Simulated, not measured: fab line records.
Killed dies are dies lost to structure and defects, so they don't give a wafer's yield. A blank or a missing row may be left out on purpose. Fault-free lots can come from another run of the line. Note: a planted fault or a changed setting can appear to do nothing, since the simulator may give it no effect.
2 desks, one fault ; flow sky130 ; each desk has only its own numbers; what lay behind them comes last

## THE TOOL OWNER'S DESK: hdpcvd-01
The tool's own readings at SKY_VIA2_HDPCVD_00 (deposits SiO2, target thk 1180 nm, time 196.7 s): means of the sampled wafers that have a number, for each lot that ran on this tool. Marked OUT: a lot whose mean sits more than 4 standard deviations from the usual mean, which makes it out of limits; the brackets give that distance.
Columns: A = sih4-flow-sccm at SKY_VIA2_HDPCVD_00, usual 60.03 sccm
lot;first seen here;A
L737;day 36 01:59;60.03
L740;day 37 03:36;60.19
L741;day 37 12:53;59.91
L748;day 39 15:58;60.00
L749;day 39 18:33;90.04 (+99 or more) OUT
L751;day 40 09:34;89.99 (+99 or more) OUT
This desk's finding: out of limits on L749, L751; first on L749, day 39 18:33 (sih4-flow-sccm at SKY_VIA2_HDPCVD_00). Within limits: L737, L740, L741, L748.

## THE METROLOGY DESK
Means of the sampled wafers that have a number, per lot and without regard to the tool the lot ran on: this is what the gauges read. Marked OUT: a lot whose mean sits more than 4 standard deviations from the usual mean, which makes it out of limits; the brackets give that distance.
Columns: A = METAL2_OVL at SKY_METAL2_OVL_MEAS_16, usual -3 nm; B = VIA2_HDPCVD_THK at SKY_VIA2_THK_MEAS_01, usual 1176 nm; C = VIA2_OVL at SKY_VIA2_OVL_MEAS_13, usual 2 nm
lot;first seen here;A;B;C
L737;day 36 01:11;-2;1172;5
L738;day 36 08:50;2;1168;3
L740;day 37 02:46;3;1184;8
L741;day 37 12:02;0;1160;-1
L743;day 37 22:09;-7;1183;4
L746;day 38 20:31;2;1181;-4
L748;day 39 15:08;-9;1178;2
L749;day 39 17:43;-8;1779 (+55) OUT;5
L750;day 40 06:10;-7;1174;-1
L751;day 40 08:43;-10;1768 (+54) OUT;1
L753;day 40 16:59;-12;1169;-1
L760;day 42 22:34;6;1179;-9
Per this desk, out of limits: L749, L751; the first was L749, day 39 18:41 (VIA2_HDPCVD_THK at SKY_VIA2_THK_MEAS_01). Within limits: L737, L738, L740, L741, L743, L746, L748, L750, L753, L760.

## PUT TOGETHER
An alarm could have come from the tool owner's desk at day 39 18:33, on L749, L751.
Metrology desk: alarm possible at day 39 18:41 on L749, L751.
Of the lots named, all ran SKY_VIA2_HDPCVD_00 on hdpcvd-01.

## WHAT THE SIMULATOR PUT IN
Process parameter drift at SKY_VIA2_HDPCVD_00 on hdpcvd-01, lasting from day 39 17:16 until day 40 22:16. From 60, the setting sih4-flow-sccm moved by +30. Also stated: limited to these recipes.
Lots struck among those shown: L749, L751.
Hours from the fault's start to each desk's first reading out of limits: the tool owner's desk, 1; the metrology desk, 1.
